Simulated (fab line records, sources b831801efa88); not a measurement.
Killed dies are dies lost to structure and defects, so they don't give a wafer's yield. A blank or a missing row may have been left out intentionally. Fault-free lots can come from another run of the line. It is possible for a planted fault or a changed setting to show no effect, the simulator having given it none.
fab line records + flow sky130
[record]
- lots = 6
- wafers = 18
- lastDay = 49
route steps=708 shown SD_P@322 RES_XHIGH@332 PAD_OPEN@708
lots that met no fault: taken from a fault-free run of the same line
startH: the number of hours between the record's first day and the start of the first shown wafer of the lot + waitH: hours since the lot's step before + " identical to the entry in the row above + L1.1+2: one row covering several wafers at once + - either no value or no given start + * or withheld: withheld + < > ~ a bound
route shown NAME@n: a module of which the file shows steps, and the number in the route of the first + usual: mean/standard deviation taken from wafers without a fault + same: alike in all rows + chamber/n: place in a boat + sites: the reading at each site + _std_site: standard deviation across them + _edge_site: the outer-site mean with the inner-site mean subtracted + radiusMm: for every site, how far away it sits from the centre of the wafer + mask NAME#n: copy n + behind: tool/chamber where the wafer was last shaped + hold: the reason the lot was held/the length of the hold in hours/how it ended + device: which transistor (n, p or np) failed to switch + end of line: the same wafers' tests at the end of the route + where a step has no rows: the recipe by itself + killed: count of dies lost to structure and defects at first sort (not the wafer's yield) + map: the dies of a wafer, with x for killed, . for not killed, _ for no die there
set.NAME: the setting the step ran with; set.NAME@STEP: the setting that earlier step ran with + model.NAME: the simulator's own value behind a step, which no gauge read
lots at some steps of the route; a table a step, a row a wafer
services: from which hour (startH, from the record's first day; less than 0 if before it) a tool's chamber was out of use, for how many hours, and why
[[steps]]
[step SKY_SD_P_COAT_02]
[recipe]
- resist = NOVOLAK
- spinRpm = 3000
- resistThkNm = 1140
[step SKY_SD_P_SOFTBAKE_03]
[recipe]
- tempC = 90
- timeS = 60
- resist = NOVOLAK
[step SKY_SD_P_EXPOSE_04]
[recipe]
- maskId = PSDM
- na = 0.6
- sourceShape = conventional
- sigmaOuter = 0.6
- polarization = unpolarized
- targetCdNm = 380
- doseMj = 138
[step SKY_SD_P_PEB_05]
[recipe]
- tempC = withheld
- timeS = *
- resist = NOVOLAK
[step SKY_SD_P_DEVELOP_06]
[recipe]
- resist = NOVOLAK
- developer = TMAH
- developTimeS = 60
- devTempC = 23
[step SKY_SD_P_CD_MEAS_07]
[recipe]
- targetCdNm = 380
[usual]
- cdNm = 380.7/2.5
| lot.wafer | tool     | chamber | startH | waitH | cdNm  |
|-----------|----------|---------|--------|-------|-------|
| L311.3    | cdSem-02 | -       | 647.89 | 0.2   | 379.1 |
| L311.4    | "        | -       | "      | "     | 380.6 |
| L311.6    | "        | -       | "      | "     | 379.7 |
| L316.1    | cdSem-01 | -       | 688.09 | 0.1   | 381.8 |
| L316.2    | "        | -       | "      | "     | 380.0 |
| L316.4    | "        | -       | "      | "     | 381.3 |
| L317.2    | cdSem-02 | -       | 700.31 | 0.1   | 383.9 |
| L317.3    | "        | -       | "      | "     | 385.0 |
| L317.5    | "        | -       | "      | "     | 385.7 |
| L318.1    | cdSem-02 | -       | 702.78 | 0.1   | 378.0 |
| L318.3    | "        | -       | "      | "     | 380.1 |
| L318.5    | "        | -       | "      | "     | 381.5 |
| L322.1    | cdSem-01 | -       | 735.33 | 0.1   | 379.4 |
| L322.5    | "        | -       | "      | "     | 377.6 |
| L322.6    | "        | -       | "      | "     | 382.5 |
| L323.1    | cdSem-02 | -       | 749.28 | 0.1   | 380.0 |
| L323.4    | "        | -       | "      | "     | 381.3 |
| L323.6    | "        | -       | "      | "     | 382.5 |
[step SKY_SD_P_OVL_MEAS_08]
[usual]
- SD_P_OVL = 0.1/1.5
| lot.wafer | tool       | chamber | startH | waitH | SD_P_OVL[nm] |
|-----------|------------|---------|--------|-------|--------------|
| L311.3    | overlay-01 | -       | 647.98 | 0.1   | 1.8          |
| L311.4    | "          | -       | "      | "     | 1.4          |
| L311.6    | "          | -       | "      | "     | 1.6          |
| L316.1    | overlay-02 | -       | 688.21 | 0.1   | -0.2         |
| L316.2    | "          | -       | "      | "     | 0.0          |
| L316.4    | "          | -       | "      | "     | -2.0         |
| L317.2    | overlay-01 | -       | 700.42 | 0.1   | 0.9          |
| L317.3    | "          | -       | "      | "     | 1.2          |
| L317.5    | "          | -       | "      | "     | -0.3         |
| L318.1    | overlay-02 | -       | 702.90 | 0.1   | 0.7          |
| L318.3    | "          | -       | "      | "     | 0.9          |
| L318.5    | "          | -       | "      | "     | 0.1          |
| L322.1    | overlay-01 | -       | 735.45 | 0.1   | 2.3          |
| L322.5    | "          | -       | "      | "     | 2.8          |
| L322.6    | "          | -       | "      | "     | 2.4          |
| L323.1    | overlay-01 | -       | 749.40 | 0.1   | 1.3          |
| L323.4    | "          | -       | "      | "     | 0.8          |
| L323.6    | "          | -       | "      | "     | 0.6          |
[step SKY_SD_P_IMPLANT_09]
[recipe]
- species = BF2
- energyKev = 20
- doseCm2 = 3e+15
- tiltDeg = 0
[step SKY_SD_P_STRIP_10]
[recipe]
- chemistry = O2/N2
- powerW = 1400
- pressureMtorr = 1500
- platenTempC = withheld
- o2FlowSccm = 3000
- n2FlowSccm = 300
- overashFraction = 0.5
[usual]
- drypumpMotorCurrentA = 5.5/0.34
- n2FlowSccm = 299.9/0.97
- oesProductAu = 0.617/0.0045
- stripTimeToEndpointS = 17.49/0.041
| lot.wafer | tool           | chamber | startH | waitH | drypumpMotorCurrentA | n2FlowSccm | oesProductAu | rfHoursCounterH | stripTimeToEndpointS |
|-----------|----------------|---------|--------|-------|----------------------|------------|--------------|-----------------|----------------------|
| L311.3    | plasmaAsher-04 | 1       | 648.19 | 0.1   | 4.9                  | 300.3      | 0.619        | -               | 17.45                |
| L311.4    | "              | 0       | "      | "     | 5.4                  | 300.2      | 0.618        | -               | 17.50                |
| L311.6    | "              | 1       | "      | "     | 4.9                  | 299.1      | 0.614        | -               | 17.53                |
| L316.1    | plasmaAsher-02 | 0       | 688.40 | 0.1   | 5.7                  | 300.3      | 0.630        | 57              | 17.49                |
| L316.2    | "              | 1       | "      | "     | 5.6                  | 297.9      | 0.613        | 57              | 17.52                |
| L316.4    | "              | 1       | "      | "     | 5.6                  | 299.0      | 0.617        | -               | 17.51                |
| L317.2    | plasmaAsher-01 | 0       | 700.60 | 0.1   | 5.9                  | 300.6      | 0.624        | 101             | 17.48                |
| L317.3    | "              | 1       | "      | "     | 5.5                  | 300.8      | 0.620        | -               | 17.48                |
| L317.5    | "              | 1       | "      | "     | 5.4                  | 301.2      | 0.625        | -               | 17.46                |
| L318.1    | plasmaAsher-04 | 1       | 703.09 | 0.1   | 4.9                  | 299.5      | 0.616        | 90              | 17.51                |
| L318.3    | "              | 0       | "      | "     | 5.5                  | 298.3      | 0.613        | -               | 17.51                |
| L318.5    | "              | 1       | "      | "     | 4.9                  | 300.5      | 0.617        | -               | 17.51                |
| L322.1    | plasmaAsher-04 | 1       | 735.64 | 0.1   | 4.9                  | 301.1      | 0.606        | 94              | 17.52                |
| L322.5    | "              | 1       | "      | "     | 4.9                  | 299.8      | 0.611        | -               | 17.53                |
| L322.6    | "              | 0       | "      | "     | 5.5                  | 300.9      | 0.623        | -               | 17.49                |
| L323.1    | plasmaAsher-01 | 1       | 749.59 | 0.1   | 5.5                  | 299.7      | 0.617        | 1               | 17.48                |
| L323.4    | "              | 0       | "      | "     | 5.9                  | 299.8      | 0.613        | -               | 17.46                |
| L323.6    | "              | 0       | "      | "     | 5.9                  | 300.5      | 0.620        | -               | 17.42                |
[step SKY_SD_P_TW_MEAS_11]
[usual]
- SD_P_TW = 2800/26
| lot.wafer | tool         | chamber | startH | waitH | SD_P_TW |
|-----------|--------------|---------|--------|-------|---------|
| L311.3    | filmMetro-02 | -       | 648.27 | 0.1   | 2775    |
| L311.4    | "            | -       | "      | "     | 2798    |
| L311.6    | "            | -       | "      | "     | 2787    |
| L316.1    | filmMetro-02 | -       | 688.50 | 0.1   | 2806    |
| L316.2    | "            | -       | "      | "     | 2804    |
| L316.4    | "            | -       | "      | "     | 2790    |
| L317.2    | filmMetro-02 | -       | 700.71 | 0.1   | 2824    |
| L317.3    | "            | -       | "      | "     | 2807    |
| L317.5    | "            | -       | "      | "     | 2795    |
| L318.1    | filmMetro-02 | -       | 703.19 | 0.1   | 2805    |
| L318.3    | "            | -       | "      | "     | 2796    |
| L318.5    | "            | -       | "      | "     | 2800    |
| L322.1    | filmMetro-03 | -       | 735.74 | 0.1   | 2842    |
| L322.5    | "            | -       | "      | "     | 2836    |
| L322.6    | "            | -       | "      | "     | 2832    |
| L323.1    | filmMetro-02 | -       | 749.69 | 0.1   | 2792    |
| L323.4    | "            | -       | "      | "     | 2800    |
| L323.6    | "            | -       | "      | "     | 2796    |
[step SKY_RES_XHIGH_DEHYDRATE_00]
[recipe]
- tempC = 200
- timeS = 60
[step SKY_RES_XHIGH_HMDS_01]
[recipe]
- primeTimeS = 60
- primeTempC = 120
[step SKY_RES_XHIGH_COAT_02]
[recipe]
- resist = NOVOLAK
- spinRpm = 3000
- resistThkNm = 1140
| lot.wafer | tool          | chamber | startH | waitH | model.NOVOLAK_of_RES_XHIGH_COAT_02.thkNm |
|-----------|---------------|---------|--------|-------|------------------------------------------|
| L311.3+6  | lithoTrack-03 | 0       | 662.73 | 0.1   | 1138                                     |
| L311.4    | "             | 0       | "      | "     | 1141                                     |
| L316.1    | lithoTrack-01 | 0       | 701.18 | 0.1   | 1137                                     |
| L316.2    | "             | 0       | "      | "     | 1142                                     |
| L316.4    | "             | 0       | "      | "     | 1138                                     |
| L317.2    | lithoTrack-01 | 0       | 714.70 | 0.1   | 632.9                                    |
| L317.3    | "             | 0       | "      | "     | 632.4                                    |
| L317.5    | "             | 0       | "      | "     | 633                                      |
| L318.1    | lithoTrack-01 | 0       | 717.18 | 0.1   | 637.4                                    |
| L318.3    | "             | 0       | "      | "     | 640.4                                    |
| L318.5    | "             | 0       | "      | "     | 638                                      |
| L322.1    | lithoTrack-02 | 0       | 749.84 | 0.1   | 1136                                     |
| L322.5    | "             | 0       | "      | "     | 1132                                     |
| L322.6    | "             | 0       | "      | "     | 1135                                     |
| L323.1    | lithoTrack-03 | 0       | 762.03 | 0.1   | 1138                                     |
| L323.4    | "             | 0       | "      | "     | 1135                                     |
| L323.6    | "             | 0       | "      | "     | 1137                                     |
[step SKY_RES_XHIGH_SOFTBAKE_03]
[recipe]
- tempC = 90
- timeS = 60
- resist = NOVOLAK
[step SKY_RES_XHIGH_EXPOSE_04]
[recipe]
- maskId = URPM
- na = 0.6
- sourceShape = conventional
- sigmaOuter = 0.6
- polarization = unpolarized
- targetCdNm = 1270
- doseMj = 140
[step SKY_RES_XHIGH_PEB_05]
[recipe]
- tempC = withheld
- timeS = *
- resist = NOVOLAK
[step SKY_RES_XHIGH_DEVELOP_06]
[recipe]
- resist = NOVOLAK
- developer = TMAH
- developTimeS = 60
- devTempC = 23
| lot.wafer | tool          | chamber | startH | waitH | model.NOVOLAK_of_RES_XHIGH_COAT_02.thkNm |
|-----------|---------------|---------|--------|-------|------------------------------------------|
| L311.3+6  | lithoTrack-03 | 0       | 676.73 | 0.1   | 1138                                     |
| L311.4    | "             | 0       | "      | "     | 1140                                     |
| L316.1    | lithoTrack-01 | 0       | 715.13 | 0.1   | 1137                                     |
| L316.2    | "             | 0       | "      | "     | 1141                                     |
| L316.4    | "             | 0       | "      | "     | 1138                                     |
| L317.2+5  | lithoTrack-02 | 0       | 728.17 | 0.1   | 632.5                                    |
| L317.3    | "             | 0       | "      | "     | 632                                      |
| L318.1    | lithoTrack-03 | 0       | 730.48 | 0.1   | 637                                      |
| L318.3    | "             | 0       | "      | "     | 640                                      |
| L318.5    | "             | 0       | "      | "     | 637.6                                    |
| L322.1+6  | lithoTrack-03 | 0       | 762.48 | 0.1   | 1135                                     |
| L322.5    | "             | 0       | "      | "     | 1132                                     |
| L323.1    | lithoTrack-03 | 0       | 776.03 | 0.1   | 1138                                     |
| L323.4    | "             | 0       | "      | "     | 1135                                     |
| L323.6    | "             | 0       | "      | "     | 1137                                     |
[step SKY_RES_XHIGH_IMPLANT_07]
[recipe]
- species = BF2
- energyKev = 20
- doseCm2 = 3.6e+14
- tiltDeg = 0
[step SKY_RES_XHIGH_STRIP_08]
[recipe]
- chemistry = O2/N2
- powerW = 1400
- pressureMtorr = 1500
- platenTempC = withheld
- o2FlowSccm = 3000
- n2FlowSccm = 300
- overashFraction = 0.5
[usual]
- drypumpMotorCurrentA = 5.5/0.33
- n2FlowSccm = 299.8/0.87
- oesProductAu = 0.711/0.0046
- stripTimeToEndpointS = 14.27/0.037
| lot.wafer | tool           | chamber | startH | waitH | drypumpMotorCurrentA | n2FlowSccm | oesProductAu | rfHoursCounterH | stripTimeToEndpointS |
|-----------|----------------|---------|--------|-------|----------------------|------------|--------------|-----------------|----------------------|
| L311.3    | plasmaAsher-04 | 0       | 677.02 | 0.1   | 5.4                  | 300.1      | 0.706        | -               | 14.25                |
| L311.4    | "              | 1       | "      | "     | 4.9                  | 299.9      | 0.715        | -               | 14.27                |
| L311.6    | "              | 0       | "      | "     | 5.4                  | 300.9      | 0.712        | -               | 14.26                |
| L316.1    | plasmaAsher-03 | 0       | 715.43 | 0.1   | 5.5                  | 299.9      | 0.713        | 26              | 14.22                |
| L316.2    | "              | 1       | "      | "     | 5.9                  | 298.7      | 0.712        | 26              | 14.27                |
| L316.4    | "              | 0       | "      | "     | 5.5                  | 298.7      | 0.709        | -               | 14.25                |
| L317.2    | plasmaAsher-04 | 0       | 728.44 | 0.1   | 5.4                  | 300.0      | 0.580        | 94              | 8.39                 |
| L317.3    | "              | 1       | "      | "     | 4.9                  | 301.5      | 0.571        | -               | 8.39                 |
| L317.5    | "              | 0       | "      | "     | 5.4                  | 300.5      | 0.573        | -               | 8.39                 |
| L318.1    | plasmaAsher-02 | 0       | 730.78 | 0.1   | 5.6                  | 299.2      | 0.574        | 62              | 8.46                 |
| L318.3    | "              | 0       | "      | "     | 5.6                  | 300.1      | 0.579        | -               | 8.49                 |
| L318.5    | "              | 0       | "      | "     | 5.7                  | 298.1      | 0.575        | -               | 8.46                 |
| L322.1    | plasmaAsher-02 | 1       | 762.78 | 0.1   | 5.6                  | 299.9      | 0.709        | 66              | 14.23                |
| L322.5    | "              | 1       | "      | "     | 5.7                  | 300.4      | 0.712        | -               | 14.18                |
| L322.6    | "              | 0       | "      | "     | 5.7                  | 300.5      | 0.712        | -               | 14.22                |
| L323.1    | plasmaAsher-02 | 1       | 776.33 | 0.1   | 5.6                  | 301.1      | 0.708        | 67              | 14.25                |
| L323.4    | "              | 0       | "      | "     | 5.7                  | 300.1      | 0.709        | -               | 14.21                |
| L323.6    | "              | 0       | "      | "     | 5.7                  | 300.4      | 0.705        | -               | 14.25                |
[step SKY_RES_XHIGH_TW_MEAS_09]
[usual]
- RES_XHIGH_TW = 1630/17
| lot.wafer | tool         | chamber | startH | waitH | RES_XHIGH_TW |
|-----------|--------------|---------|--------|-------|--------------|
| L311.3    | filmMetro-01 | -       | 677.10 | 0.1   | 1608         |
| L311.4    | "            | -       | "      | "     | 1606         |
| L311.6    | "            | -       | "      | "     | 1610         |
| L316.1    | filmMetro-03 | -       | 715.53 | 0.1   | 1648         |
| L316.2    | "            | -       | "      | "     | 1649         |
| L316.4    | "            | -       | "      | "     | 1648         |
| L317.2    | filmMetro-01 | -       | 728.55 | 0.1   | 1613         |
| L317.3    | "            | -       | "      | "     | 1621         |
| L317.5    | "            | -       | "      | "     | 1615         |
| L318.1    | filmMetro-01 | -       | 730.88 | 0.1   | 1615         |
| L318.3    | "            | -       | "      | "     | 1616         |
| L318.5    | "            | -       | "      | "     | 1612         |
| L322.1    | filmMetro-01 | -       | 762.88 | 0.1   | 1619         |
| L322.5    | "            | -       | "      | "     | 1626         |
| L322.6    | "            | -       | "      | "     | 1628         |
| L323.1    | filmMetro-02 | -       | 776.43 | 0.1   | 1626         |
| L323.4    | "            | -       | "      | "     | 1632         |
| L323.6    | "            | -       | "      | "     | 1625         |
[step SKY_PAD_OPEN_PROBE_99]
[usual]
- killed_at_M0_to_M3 = 44/7.2
- killed_at_M4_up = 3.0/1.9
- killedAtContacts = 25/4.8
- killedAtFrontEnd = 16/4.2
- killedAtOther = 0.2/0.44
- killedDies = 88/9.3
- killedOpen = 48/7.1
- killedShort = 40/6.5
[same]
- grossDies = 492
- killedAtBackSide = 0
| lot.wafer | tool      | chamber | startH  | waitH | killed_at_M0_to_M3 | killed_at_M4_up | killedAtContacts | killedAtFrontEnd | killedAtOther | killedDies | killedOpen | killedShort |
|-----------|-----------|---------|---------|-------|--------------------|-----------------|------------------|------------------|---------------|------------|------------|-------------|
| L311.3    | prober-02 | -       | 1118.81 | 0.2   | 57                 | 5               | 36               | 12               | 1             | 111        | 57         | 54          |
| L311.4    | prober-02 | -       | 1118.86 | 0.2   | 33                 | 1               | 20               | 14               | 0             | 68         | 40         | 28          |
| L311.6    | prober-02 | -       | 1118.96 | 0.2   | 47                 | 4               | 23               | 11               | 0             | 85         | 50         | 35          |
| L316.1    | prober-01 | -       | 1143.98 | 0.1   | 43                 | 1               | 30               | 12               | 0             | 86         | 51         | 35          |
| L316.2    | prober-01 | -       | 1144.03 | 0.1   | 31                 | 3               | 25               | 19               | 0             | 78         | 42         | 36          |
| L316.4    | prober-01 | -       | 1144.13 | 0.2   | 49                 | 2               | 30               | 30               | 1             | 112        | 62         | 50          |
| L317.2    | prober-02 | -       | 1153.54 | 0.1   | 49                 | 1               | 30               | 18               | 2             | 100        | 51         | 49          |
| L317.3    | prober-02 | -       | 1153.59 | 0.2   | 31                 | 3               | 25               | 21               | 1             | 81         | 44         | 37          |
| L317.5    | prober-02 | -       | 1153.69 | 0.2   | 45                 | 3               | 27               | 20               | 0             | 95         | 61         | 34          |
| L318.1    | prober-01 | -       | 1154.10 | 0.1   | 36                 | 1               | 29               | 14               | 0             | 80         | 37         | 43          |
| L318.3    | prober-01 | -       | 1154.20 | 0.2   | 44                 | 5               | 26               | 21               | 0             | 96         | 40         | 56          |
| L318.5    | prober-01 | -       | 1154.30 | 0.2   | 38                 | 2               | 36               | 10               | 0             | 86         | 48         | 38          |
| L323.1    | prober-02 | -       | 1181.55 | 0.1   | 38                 | 3               | 21               | 16               | 1             | 79         | 50         | 29          |
| L323.4    | prober-02 | -       | 1181.70 | 0.2   | 50                 | 2               | 25               | 17               | 0             | 94         | 54         | 40          |
| L323.6    | prober-02 | -       | 1181.80 | 0.2   | 48                 | 3               | 23               | 16               | 0             | 90         | 48         | 42          |
// killed by level:class
L311.3 VIA1:geometricParticle:open=15 METAL2:geometricParticle:short=11 CONTACT:geometricParticle:open=11 LI_CONTACT:geometricParticle:open=10 VIA2:geometricParticle:open=7 LOCAL_INTERCONNECT:geometricParticle:short=6 FIELD_ISO:geometricParticle:short=5 CONTACT:geometricParticle:short=5
L311.4 VIA1:geometricParticle:open=10 CONTACT:geometricParticle:open=9 FIELD_ISO:geometricParticle:open=6 VIA1:geometricParticle:short=5 VIA2:geometricParticle:open=5 LI_CONTACT:geometricParticle:short=4 METAL2:geometricParticle:short=4 LI_CONTACT:geometricParticle:open=3
L311.6 VIA1:geometricParticle:open=13 VIA3:geometricParticle:open=11 METAL1:geometricParticle:short=8 CONTACT:geometricParticle:open=7 CONTACT:geometricParticle:short=5 VIA2:geometricParticle:open=5 LI_CONTACT:geometricParticle:short=4 LI_CONTACT:geometricParticle:open=4
L316.1 CONTACT:geometricParticle:open=12 VIA1:geometricParticle:open=9 LI_CONTACT:geometricParticle:open=8 VIA2:geometricParticle:open=6 VIA2:geometricParticle:short=5 METAL2:geometricParticle:short=5 FIELD_ISO:geometricParticle:short=4 VIA1:geometricParticle:short=4
L316.2 CONTACT:geometricParticle:open=8 LI_CONTACT:geometricParticle:open=7 VIA1:geometricParticle:open=6 FIELD_ISO:geometricParticle:open=5 FIELD_ISO:geometricParticle:short=5 METAL1:geometricParticle:short=5 VIA3:geometricParticle:short=5 LOCAL_INTERCONNECT:geometricParticle:short=4
L316.4 VIA1:geometricParticle:open=12 POLY_GATE:geometricParticle:short=11 LI_CONTACT:geometricParticle:open=10 FIELD_ISO:geometricParticle:open=9 CONTACT:geometricParticle:open=9 VIA3:geometricParticle:open=7 METAL2:geometricParticle:short=6 VIA2:geometricParticle:open=6
L317.2 VIA1:geometricParticle:open=12 CONTACT:geometricParticle:open=12 POLY_GATE:geometricParticle:short=7 METAL2:geometricParticle:short=7 VIA1:geometricParticle:short=7 VIA2:geometricParticle:open=7 LOCAL_INTERCONNECT:geometricParticle:short=6 VIA3:geometricParticle:open=6
L317.3 CONTACT:geometricParticle:open=10 METAL2:geometricParticle:short=9 VIA1:geometricParticle:open=9 FIELD_ISO:geometricParticle:open=8 LI_CONTACT:geometricParticle:open=5 FIELD_ISO:geometricParticle:short=4 LOCAL_INTERCONNECT:geometricParticle:short=4 POLY_GATE:geometricParticle:short=3
L317.5 LI_CONTACT:geometricParticle:open=12 VIA2:geometricParticle:open=11 VIA1:geometricParticle:open=10 POLY_GATE:geometricParticle:open=7 METAL1:geometricParticle:short=5 VIA1:geometricParticle:short=5 FIELD_ISO:geometricParticle:short=4 METAL2:geometricParticle:short=4
L318.1 LI_CONTACT:geometricParticle:short=7 LI_CONTACT:geometricParticle:open=7 CONTACT:geometricParticle:open=6 VIA1:geometricParticle:short=6 FIELD_ISO:geometricParticle:short=5 CONTACT:geometricParticle:short=5 VIA2:geometricParticle:open=5 VIA3:geometricParticle:open=5
L318.3 FIELD_ISO:geometricParticle:short=9 VIA1:geometricParticle:short=8 CONTACT:geometricParticle:open=7 METAL1:geometricParticle:short=7 VIA1:geometricParticle:open=7 LI_CONTACT:geometricParticle:open=6 LOCAL_INTERCONNECT:geometricParticle:short=6 VIA3:geometricParticle:open=6
L318.5 LOCAL_INTERCONNECT:geometricParticle:short=11 VIA1:geometricParticle:open=10 LI_CONTACT:geometricParticle:open=9 CONTACT:geometricParticle:open=8 METAL1:geometricParticle:short=7 POLY_GATE:geometricParticle:open=6 CONTACT:geometricParticle:short=6 VIA3:geometricParticle:open=6
L323.1 VIA1:geometricParticle:open=15 FIELD_ISO:geometricParticle:open=6 LI_CONTACT:geometricParticle:open=6 CONTACT:geometricParticle:open=6 VIA2:geometricParticle:open=4 FIELD_ISO:geometricParticle:short=4 LI_CONTACT:geometricParticle:short=4 VIA1:geometricParticle:short=4
L323.4 VIA1:geometricParticle:open=14 CONTACT:geometricParticle:open=10 FIELD_ISO:geometricParticle:short=7 LOCAL_INTERCONNECT:geometricParticle:short=7 VIA2:geometricParticle:open=7 VIA3:geometricParticle:open=7 VIA1:geometricParticle:short=5 LI_CONTACT:geometricParticle:open=5
L323.6 VIA2:geometricParticle:open=10 VIA1:geometricParticle:open=8 LI_CONTACT:geometricParticle:open=7 METAL2:geometricParticle:short=7 LOCAL_INTERCONNECT:geometricParticle:short=6 CONTACT:geometricParticle:open=6 VIA3:geometricParticle:open=5 VIA1:geometricParticle:short=5
[[services]]
| tool           | chamber | startH | hours | kind      |
|----------------|---------|--------|-------|-----------|
| plasmaAsher-03 | -       | 642.71 | 2.8   | pm        |
| plasmaAsher-03 | -       | 646.87 | 0.6   | repair    |
| plasmaAsher-02 | -       | 657.41 | 2.8   | pm        |
| plasmaAsher-01 | -       | 701.64 | 20.0  | pm        |
| plasmaAsher-04 | -       | 731.74 | 2.8   | pm        |
| plasmaAsher-01 | -       | 733.75 | 9.0   | pm        |
| plasmaAsher-01 | 0       | 733.75 | 10.9  | ventCycle |
| plasmaAsher-01 | 1       | 733.75 | 10.9  | ventCycle |
| plasmaAsher-03 | -       | 734.96 | 14.6  | pm        |
| plasmaAsher-01 | -       | 736.25 | 8.4   | repair    |
| plasmaAsher-01 | 0       | 742.75 | -     | clean     |
| plasmaAsher-01 | 1       | 742.75 | -     | clean     |
| plasmaAsher-04 | -       | 767.82 | 5.9   | pm        |
[[key]]
[firstSign]
- step = SKY_RES_XHIGH_STRIP_08
- reading = stripTimeToEndpointS
- direction = down
- sigmas = 99+
- usual = *
- struck = *
[effect]
- step = SKY_RES_XHIGH_STRIP_08
- reading = oesProductAu
- direction = down
- sigmas = 30
- usual = 0.711
- struck = 0.575
[modelEffect]
- step = SKY_RES_XHIGH_COAT_02
- value = NOVOLAK_of_RES_XHIGH_COAT_02.thkNm
- without = 1140
- struck = 635.7
[modelEffect]
- step = SKY_RES_XHIGH_DEVELOP_06
- value = NOVOLAK_of_RES_XHIGH_COAT_02.thkNm
- without = 1140
- struck = 635.3
metAt SKY_RES_XHIGH_COAT_02
struckWafers L317.2,L317.3,L317.5,L318.1,L318.3,L318.5
testerLeftOut L317,L318
onsetBetween 701.18 714.70
[fault]
- kind = processParameterDrift
- tool = lithoTrack-01
- chamber = -
- onsetH = 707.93
- steps = SKY_RES_XHIGH_COAT_02
- channel = resistThkNm
- offset = -504.38
- shape = step
- endH = 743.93
- actsIn = theseRecipesOnly
- stated = 1140
// testerLeftOut: of these lots the tester's yield and bins aren't shown, on N5 and GAA mostly nor the transistor test; their killed dies are dies lost to structure and defects alone, not to doping, threshold or leakage, so they don't give the yield
